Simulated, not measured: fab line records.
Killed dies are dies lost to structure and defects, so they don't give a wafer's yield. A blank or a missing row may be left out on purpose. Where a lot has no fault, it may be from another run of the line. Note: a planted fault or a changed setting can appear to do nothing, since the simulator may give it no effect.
The tool behind it: which one?	flow sky130	12 lots, 36 wafers sampled, at 6 steps of a route of 708

WHAT THE GAUGES SHOWED, per wafer
SKY_FIELD_ISO_THK_MEAS_23.
lot	measured	on	FIELD_ISO_OXIDATION_01_THK (nm)
L256	day 2 14:25	film metro-03	10.26 10.07 10.26
L257	day 2 18:59	film metro-02	10.02 9.96 9.95
L258	day 3 01:37	film metro-03	10.18 9.95 10.27
L259	day 3 04:11	film metro-04	9.74 9.65 9.66
L260	day 3 10:40	film metro-04	9.90 9.95 9.85
L263	day 4 02:02	film metro-02	9.88 9.81 9.85
L264	day 4 08:23	film metro-04	10.09 10.04 10.02
L267	day 4 22:13	film metro-04	10.06 10.04 10.03
L268	day 5 03:27	film metro-02	9.88 9.82 9.84
L273	day 6 07:22	film metro-04	10.05 10.20 10.13
L274	day 6 10:02	film metro-03	9.97 9.99 10.22
L275	day 6 14:19	film metro-03	10.49 10.37 10.35

SKY_PWDE_TW_MEAS_10.
lot	measured	on	PWDE_TW
L256	day 4 06:04	film metro-01	375.7 375.5 375.2
L257	day 4 12:18	film metro-02	376.8 373.9 373.4
L258	day 4 16:16	film metro-01	373.7 377.7 375.1
L259	day 4 19:07	film metro-02	373.4 374.7 376.0
L260	day 5 01:44	film metro-02	375.2 373.5 374.3
L263	day 5 18:17	film metro-01	376.2 376.5 375.5
L264	day 6 01:52	film metro-01	374.7 378.5 379.5
L267	day 6 14:43	film metro-01	377.2 379.7 377.8
L268	day 6 19:59	film metro-01	377.9 378.0 378.4
L273	day 8 04:49	film metro-04	378.8 374.0 378.4
L274	day 8 06:55	film metro-02	385.4 383.8 386.9
L275	day 8 10:03	film metro-04	388.0 389.5 386.9

SKY_NWELL_RS_MEAS_31: a four-point-probe measurement.
lot	measured	on	PWDE_RS (ohm/sq)
L256	day 5 16:04	film metro-02	5301 5286 5315
L257	day 6 00:29	film metro-02	5286 5299 5279
L258	day 6 04:17	film metro-02	5281 5284 5265
L259	day 6 08:17	film metro-01	5287 5271 5268
L260	day 6 14:26	film metro-04	5246 5241 5237
L263	day 7 08:41	film metro-01	5319 5289 5310
L264	day 7 17:11	film metro-04	5301 5290 5294
L267	day 8 07:37	film metro-04	5263 5257 5265
L268	day 8 13:32	film metro-02	5309 5309 5302
L273	day 10 00:48	film metro-04	5269 5275 5277
L274	day 10 03:08	film metro-01	4894 4914 4896
L275	day 10 06:16	film metro-02	4900 4904 4896

SKY_VT_ADJUST_LVTN_OVL_MEAS_18.
lot	measured	on	VT_ADJUST_LVTN_01_OVL (nm)
L256	day 8 02:19	overlay-02	1.8 1.7 2.1
L257	day 8 11:50	overlay-01	0.1 -0.9 -1.2
L258	day 8 14:49	overlay-02	-0.6 0.5 0.6
L259	day 8 19:10	overlay-01	1.4 0.8 -1.0
L260	day 9 04:22	overlay-02	0.8 0.7 -0.3
L263	day 10 00:12	overlay-01	1.8 0.9 1.9
L264	day 10 08:52	overlay-01	0.2 1.6 1.4
L267	day 11 02:59	overlay-01	-0.2 -1.1 -0.5
L268	day 11 09:26	overlay-01	1.9 1.8 1.9
L273	day 13 01:29	overlay-01	0.2 -0.8 -0.1
L274	day 13 03:52	overlay-02	1.0 1.4 0.1
L275	day 13 07:04	overlay-01	1.2 2.3 0.5

TOOL THAT RAN EACH LOT (tool first, then ch and the chambers of the sampled wafers, then the start)
lot	SKY_FIELD_ISO_ETCH_17	SKY_PWDE_IMPLANT_08
L256	rie si-02 ch 0,1,2, day 2 10:32	implanter-02 ch 0, day 4 05:50
L257	rie si-02 ch 1,2,3, day 2 15:32	implanter-01 ch 0, day 4 12:03
L258	rie si-02 ch 0,3, day 2 20:26	implanter-02 ch 0, day 4 16:02
L259	rie si-01 ch 1,2, day 3 00:47	implanter-03 ch 0, day 4 18:52
L260	rie si-02 ch 0,1, day 3 08:53	implanter-01 ch 0, day 5 01:29
L263	rie si-01 ch 0,1,3, day 4 00:29	implanter-01 ch 0, day 5 18:04
L264	rie si-01 ch 0,3, day 4 05:44	implanter-03 ch 0, day 6 01:37
L267	rie si-02 ch 0,1,2, day 4 20:31	implanter-01 ch 0, day 6 14:28
L268	rie si-01 ch 1,2,3, day 5 01:05	implanter-03 ch 0, day 6 19:44
L273	rie si-01 ch 1,2,3, day 6 05:38	implanter-02 ch 0, day 8 04:34
L274	rie si-01 ch 0,1,3, day 6 08:31	implanter-01 ch 0, day 8 06:40
L275	rie si-02 ch 0,1, day 6 12:47	implanter-01 ch 0, day 8 09:49
- SKY_FIELD_ISO_ETCH_17: etches Si in HBr/Cl2/O2, target depth 342 nm, time 97.7 s.
- SKY_PWDE_IMPLANT_08

AS READ BY THE TOOLS THEMSELVES (means over the sampled wafers that have a number; for cases with no such wafer, the mark the record gives instead)
SKY_FIELD_ISO_ETCH_17.
lot	tool	drypump motor current A (A)	oes product au (a.u.)	throttle valve pct (%)
L256	rie si-02	5.71	0.999	25.653
L257	rie si-02	5.73	0.998	25.661
L258	rie si-02	5.67	1.006	25.653
L259	rie si-01	5.96	0.995	25.654
L260	rie si-02	5.50	1.012	25.655
L263	rie si-01	5.77	1.013	25.649
L264	rie si-01	5.72	1.011	25.654
L267	rie si-02	5.71	1.005	25.666
L268	rie si-01	5.74	1.004	25.656
L273	rie si-01	5.75	0.997	25.650
L274	rie si-01	5.76	1.009	25.652
L275	rie si-02	5.59	1.002	25.658

SKY_PWDE_IMPLANT_08.
lot	tool	dose ions cm2	faraday current uA
L256	implanter-02	3.598e+12	20.1
L257	implanter-01	3.601e+12	20.1
L258	implanter-02	3.599e+12	20.2
L259	implanter-03	3.598e+12	20.8
L260	implanter-01	3.598e+12	20.7
L263	implanter-01	3.605e+12	19.7
L264	implanter-03	3.597e+12	20.7
L267	implanter-01	3.603e+12	20.2
L268	implanter-03	3.604e+12	20.5
L273	implanter-02	3.599e+12	20.2
L274	implanter-01	3.942e+12	22.2
L275	implanter-01	3.944e+12	22.3

THE ANSWER, worked out from the rows above alone
Rule: the usual values come from the lots themselves. The widest of any qualifying gaps counts: lots, ordered by their means at a reading, are off when they make up no more than a third of the lots, leave a main group of 4 or more, and stand apart from it by 3 or more times the standard deviation of that group's means. Not used: any main group whose means are identical at the precision the tables above print for the reading. Also off: a lot with no number at a reading for which 4 or more lots have one. Where the step has rows for the other lots, those lots are counted as sound. Order of review: gauges by route order, followed by the tools' own readings, for which a lot's mean as printed above is used. At the first step where some lot is off, the reading lying furthest off is the one used; lots without a number count as furthest.
Off: L274, L275, at SKY_PWDE_TW_MEAS_10 (PWDE_TW). The main group has a mean of 376.2 with a standard deviation of 1.4.
If a tool, at a process step before that reading, ran all the lots that are off and no sound lot after the first of them, it fits. The gauges at SKY_PWDE_TW_MEAS_10 aren't tried: what is off there is off at SKY_PWDE_IMPLANT_08 too, on other tools, and a gauge's error can't cause that. One fits: SKY_PWDE_IMPLANT_08 on implanter-01. A fault onset in the window from L267 (day 6 14:28, its last sound lot) to L274 (day 8 06:40, its first lot off) fits.
The tool's own readings at SKY_PWDE_IMPLANT_08 bear it out: on the lots that are off they differ by more than 5 times the standard deviation of the sound lots' means. dose ions cm2 reads 3.943e+12 there against 3.600e+12 on the sound lots; faraday current uA reads 22.2 there against 20.3 on the sound lots.

WHAT WAS PUT IN BY THE SIMULATOR
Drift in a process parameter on implanter-01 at SKY_PWDE_IMPLANT_08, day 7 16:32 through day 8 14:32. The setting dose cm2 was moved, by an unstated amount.
Lots struck among those shown: L274, L275. This agrees with what the rule above found.
